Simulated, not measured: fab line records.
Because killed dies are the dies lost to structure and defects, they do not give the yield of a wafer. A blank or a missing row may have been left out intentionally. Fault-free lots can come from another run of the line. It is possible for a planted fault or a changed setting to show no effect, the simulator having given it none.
A lot that was struck, set against a sound lot    flow sky130    14 out of 708 route steps
Sound: the wafers L356.4, L356.5, L356.6. Wafers struck: L362.3, L362.4, L362.6. The cause is named last.
Order at every step that has rows: each side's tool, ch and its chambers, its first start. Under that, the readings that differ: sound wafers    struck wafers    difference of the means    sigmas: that difference in standard deviations of wafers without a fault.
alike: readings with means less than 2 such deviations apart, plus words and numbers identical on both sides. not compared: withheld readings, readings lacking a value on some wafer, bounds such as >300 that could conceal the same value, and numbers that have no deviation in the record and whose values overlap.
The two part at a step that has a row with sigmas, a row that says differs or no value, or rows on one side only. Numbers that don't overlap but have no deviation are shown without sigmas and don't part them. A reading missing from all wafers of one side parts the sides only when that side holds two or more wafers.

SKY_METAL2_SPUTTER_01: material TiN, target thk 20 nm, time 16.7 s.
  sound on pvd_sputter-01 at day 36 12:34; struck on pvd_sputter-01 at day 38 03:02
  alike: throttle_valve_pct
SKY_METAL2_SPUTTER_02: material AlCu, target thk 250 nm, time 13.3 s.
  sound on pvd_sputter-01 at day 36 12:35; struck on pvd_sputter-01 at day 38 03:04
  alike: throttle_valve_pct
SKY_METAL2_SPUTTER_03: material Ti, target thk 5 nm, time 3.3 s.
  sound on pvd_sputter-01 at day 36 12:36; struck on pvd_sputter-01 at day 38 03:05
  alike: throttle_valve_pct
SKY_METAL2_SPUTTER_04: material TiN, target thk 70 nm, time 58.3 s.
  sound on pvd_sputter-01 at day 36 12:38; struck on pvd_sputter-01 at day 38 03:06
  alike: throttle_valve_pct
SKY_METAL2_RS_MEAS_05: the measuring method here is four-point-probe.
  sound on film_metro-04 at day 36 12:43; struck on film_metro-04 at day 38 03:11
reading                  sound                 struck                difference  sigmas
METAL2_ALCU_RS (ohm/sq)  0.1298 0.1314 0.1283  0.1255 0.1241 0.1251  -0.0049     -3
SKY_METAL2_THK_MEAS_06: measures by xrf.
  sound on film_metro-04 at day 36 12:49; struck on film_metro-04 at day 38 03:17
reading               sound        struck       difference  sigmas
METAL2_ALCU_THK (nm)  242 240 248  250 251 253  +8          +2
then, 6 steps without rows for these wafers: SKY_METAL2_DEHYDRATE_07 (time 60 s); SKY_METAL2_HMDS_08 (prime time 60 s); SKY_METAL2_COAT_09 (resist thk 60 nm); SKY_METAL2_COAT_10 (resist thk 450 nm); SKY_METAL2_SOFTBAKE_11 (time 90 s); SKY_METAL2_EXPOSE_12 (exposes mask MM2, target cd 140 nm).
SKY_METAL2_PEB_13:
  sound on litho_track-02 ch 0, day 37 14:00; struck on litho_track-04, day 39 04:00
reading          sound           struck  difference                     sigmas
exhaust_pa (Pa)  46.2 46.7 45.7  - - -   no value on the struck wafers  
  not compared: chill_plate_temp_C
then, 1 step without rows for these wafers: SKY_METAL2_DEVELOP_14 (develop time 60 s).

WHERE THEY PART
Last at SKY_METAL2_PEB_13 as far as this record goes, first at SKY_METAL2_RS_MEAS_05.

WHY: whatever the simulator had introduced
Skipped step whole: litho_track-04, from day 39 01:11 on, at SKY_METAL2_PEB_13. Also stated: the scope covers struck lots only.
